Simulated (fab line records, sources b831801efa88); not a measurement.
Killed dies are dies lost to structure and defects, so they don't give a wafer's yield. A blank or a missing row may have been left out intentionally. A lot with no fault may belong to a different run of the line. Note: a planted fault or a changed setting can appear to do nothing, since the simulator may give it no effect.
Chamber matching	flow sky130	3 sister chambers for SKY_CAPM_CVD_00 on pecvd-04
The step deposits SiO2, target thk 15.5 nm. 16 wafers are shown with their chamber, then 8 later ones without.

EACH WAFER AND ITS CHAMBER
wafer	chamber	heater power w (W)
L074.1	2	998
L074.2	1	771
L074.5	1	764
L082.1	1	628
L082.2	0	987
L082.3	1	641
L082.4	0	985
L082.5	1	628
L082.6	0	968
L086.1	0	882
L086.2	1	688
L086.5	0	871
L087.2	2	961
L087.3	1	631
L087.5	2	958
L092.2	2	984

SIGNATURES (means of the wafers above)
reading	chamber 0	chamber 1	chamber 2	scatter within a chamber
heater power w	938.60	678.71	975.25	54.7
Rule: for each reading, subtract the chamber's mean from the wafer's reading, divide by that reading's scatter and square the result; add these up over the readings and take the root, which gives the wafer's distance from the chamber. If the next closest chamber is less than 2 further off than the closest, the wafer can't be placed; otherwise it belongs to the closest. The scatter: take each reading less its chamber's mean, square it, sum over the shown wafers, divide by the number of wafers less the number of chambers, and take the root.

WAFERS WHOSE CHAMBER IS MISSING
wafer	heater power w (W)
L092.4	973
L092.6	830
L093.2	916
L093.3	776
L093.4	758
L096.2	959
L096.3	851
L096.4	847

WHICH CHAMBER EACH WENT THROUGH
wafer	from the rows above	in truth
L092.4	can't be placed: 2 or 0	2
L092.6	can't be placed: 0 or 2 or 1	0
L093.2	can't be placed: 0 or 2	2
L093.3	can't be placed: 1 or 0 or 2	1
L093.4	can't be placed: 1 or 0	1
L096.2	can't be placed: 2 or 0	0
L096.3	can't be placed: 0 or 2 or 1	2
L096.4	can't be placed: 0 or 2 or 1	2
Correctly placed: 0 of 8. Unplaceable from these rows: 8, with the true chamber sitting among the candidates in 8. 0 placed wrongly.
